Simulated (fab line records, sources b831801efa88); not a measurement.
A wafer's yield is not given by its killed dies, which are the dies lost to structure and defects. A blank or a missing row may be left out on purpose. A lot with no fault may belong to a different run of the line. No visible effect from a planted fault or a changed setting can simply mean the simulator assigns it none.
Matching of chambers    flow sky130    SKY_FIELD_ISO_ETCH_17 on rie_si-01: 4 sister chambers
The step etches Si in HBr/Cl2/O2, target depth 342 nm, time 97.7 s. 18 wafers are shown with their chamber, then 9 later ones without.

== WAFERS PAIRED WITH THEIR CHAMBERS ==
wafer   chamber  drypump_motor_current_A (A)  oes_product_au (a.u.)  throttle_valve_pct (%)
L226.2  0        5.4                          0.990                  25.657
L226.4  2        5.7                          0.998                  25.650
L226.6  0        5.4                          0.997                  25.669
L227.2  3        5.2                          0.989                  25.670
L227.4  0        5.4                          1.003                  25.653
L227.5  3        5.2                          0.986                  25.662
L228.2  1        6.3                          0.996                  25.672
L228.3  0        5.4                          1.007                  25.633
L228.6  2        5.7                          1.000                  25.668
L229.2  2        5.7                          0.992                  25.666
L229.5  2        5.7                          1.000                  25.662
L229.6  3        5.2                          0.984                  25.652
L231.1  1        6.4                          1.001                  25.662
L231.2  2        5.7                          1.005                  25.665
L231.3  3        5.2                          0.981                  25.670
L240.2  2        5.7                          0.996                  25.662
L240.3  0        5.4                          1.001                  25.658
L240.5  2        5.7                          1.000                  25.669

SIGNATURES (averages over the wafers above)
reading                  chamber 0  chamber 1  chamber 2  chamber 3  scatter within a chamber
drypump_motor_current_A  5.400      6.350      5.700      5.200      0.0189
oes_product_au           0.99960    0.99850    0.99871    0.98500    0.00471
throttle_valve_pct       25.65400   25.66700   25.66314   25.66350   0.00928
Rule: distance of a wafer from a chamber = root of the sum over the readings of ((wafer's reading minus chamber's mean) / reading's scatter) squared. If the next closest chamber is less than 2 further off than the closest, the wafer can't be placed; otherwise it belongs to the closest. The scatter is the square root of a quotient: the sum, over the shown wafers, of each reading's squared deviation from its chamber's mean, divided by wafers minus chambers.

== WAFERS MISSING THEIR CHAMBER ==
wafer   drypump_motor_current_A (A)  oes_product_au (a.u.)  throttle_valve_pct (%)
L241.2  5.7                          0.986                  25.674
L241.3  6.4                          1.000                  25.655
L241.6  5.7                          0.991                  25.662
L244.2  5.7                          1.007                  25.660
L244.4  5.3                          0.998                  25.664
L244.5  6.4                          1.009                  25.669
L246.1  5.3                          0.999                  25.651
L246.3  5.7                          0.992                  25.660
L246.6  5.4                          0.988                  25.675

== WHICH CHAMBER EACH WENT THROUGH ==
wafer   from the rows above      in truth
L241.2  2                        2
L241.3  1                        1
L241.6  2                        2
L244.2  2                        2
L244.4  can't be placed: 0 or 3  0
L244.5  1                        1
L246.1  can't be placed: 0 or 3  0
L246.3  2                        2
L246.6  0                        0
Correctly placed: 7 of 9. Can't be placed from these rows: 2 (the true chamber is among the candidates in 2). Wrongly placed: 0.
